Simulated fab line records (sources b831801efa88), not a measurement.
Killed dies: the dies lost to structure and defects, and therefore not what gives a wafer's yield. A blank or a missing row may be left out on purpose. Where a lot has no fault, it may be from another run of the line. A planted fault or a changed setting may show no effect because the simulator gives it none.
Problem report, 8D (eight disciplines) form, completed by code | flow gf180mcu | the parts of the form that need people (team, actions taken, sign-off) are left out

== 1. THE ISSUE ==
Across 6 wafers from 2 lots, VT_IMPLANT_TW at GF_VT_IMPLANT_TW_MEAS_10 averages 540, while fault-free wafers read 564 with a standard deviation of 4.8. Measured from the usual mean, that is -4.9 standard deviations.
Seen first at day 8 20:15 on film-metro-02, wafer L474.3. At this step, 18 wafers from 6 lots have a number in the record. Rule for "out" (also "out of limits"): further than 4 standard deviations from the usual mean. The rest of the wafers with a number are treated as sound.

== 2. WHAT IT IS, AND WHAT IT ISN'T ==
question                    | is                           | is not
which readings at this step | VT_IMPLANT_TW                | -
which lots                  | L474, L475                   | L465, L468, L476, L482
which wafers of those lots  | all that have a number       | -
read on which gauges        | film-metro-02, film-metro-03 | film-metro-01
when                        | from day 8 20:15             | up to then (6 sound wafers); but 6 sound wafers of L476, L482 came after

== 3. THE SUSPECTS, EACH WITH WHAT RULES IT OUT ==
Counting: any tool at a process step up to the reading is kept as a suspect provided that every lot that is out went through it and no sound lot did after the first of them.
- the gauge at GF_VT_IMPLANT_TW_MEAS_10 is ruled out. The wafers that are out were read on 2 gauges (film-metro-02, film-metro-03).
- plasma-asher-04 at GF_MVPSD_STRIP_10 (strips in O2/N2): ruled out as a lasting fault. Sound lots L476, L482 ran on it after its first lot that is out, L474 (day 8 03:35).
- implanter-02 at GF_VT_IMPLANT_IMPLANT_08: kept. It ran every lot that is out, first L474 (day 8 20:02), and no sound lot after that; its last sound lot up to then is L468 (day 7 08:44). Its own dose-ions-cm2, faraday-current-uA readings are out on those wafers.
- plasma-asher-01 at GF_VT_IMPLANT_STRIP_09 (strips in O2/N2): ruled out as a lasting fault. Sound lots L476 ran on it after its first lot that is out, L474 (day 8 20:10).
After counting, what remains is implanter-02 at GF_VT_IMPLANT_IMPLANT_08.

== 4. THE CAUSE (what the simulator had put in) ==
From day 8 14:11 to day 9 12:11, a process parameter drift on implanter-02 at GF_VT_IMPLANT_IMPLANT_08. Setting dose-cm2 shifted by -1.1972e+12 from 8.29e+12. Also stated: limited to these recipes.
Counting left only this tool.

== 5. THE CHAIN OF EFFECTS, in route order ==
One row per reading whose mean, taken over the struck wafers that have a number, lies over 3 standard deviations from the usual. Only readings whose record carries a usual standard deviation are examined. hours: median over the lots of the time between each lot's start at the first step of this table that gives one and its start at this step. sigmas: the change, counted in usual standard deviations.
hours | step                     | reading            | usual     | on struck wafers | change     | sigmas
0     | GF_VT_IMPLANT_IMPLANT_08 | dose-ions-cm2      | 8.289e+12 | 7.100e+12        | -1.189e+12 | -99 or more
0     | GF_VT_IMPLANT_IMPLANT_08 | faraday-current-uA | 46.8      | 40.1             | -6.7       | -7.2
0     | GF_VT_IMPLANT_TW_MEAS_10 | VT_IMPLANT_TW      | 564       | 540              | -24        | -4.9
Here are the process steps it includes:
- GF_VT_IMPLANT_IMPLANT_08

== 6. HOW IT WOULD HAVE BEEN CAUGHT EARLIER ==
In this record the first reading out of limits at a measuring or inspecting step was taken at day 8 20:15, 6 hours after the fault began at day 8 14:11.
Tool's own readings at GF_VT_IMPLANT_IMPLANT_08, dose-ions-cm2, faraday-current-uA: out on all struck wafers the step has rows for; an alarm limit on them would have tripped on the first.
L475, from the lots that are out (2), started GF_VT_IMPLANT_IMPLANT_08 on implanter-02 later than day 8 20:15. It would have been spared by a hold on the tool at that moment.
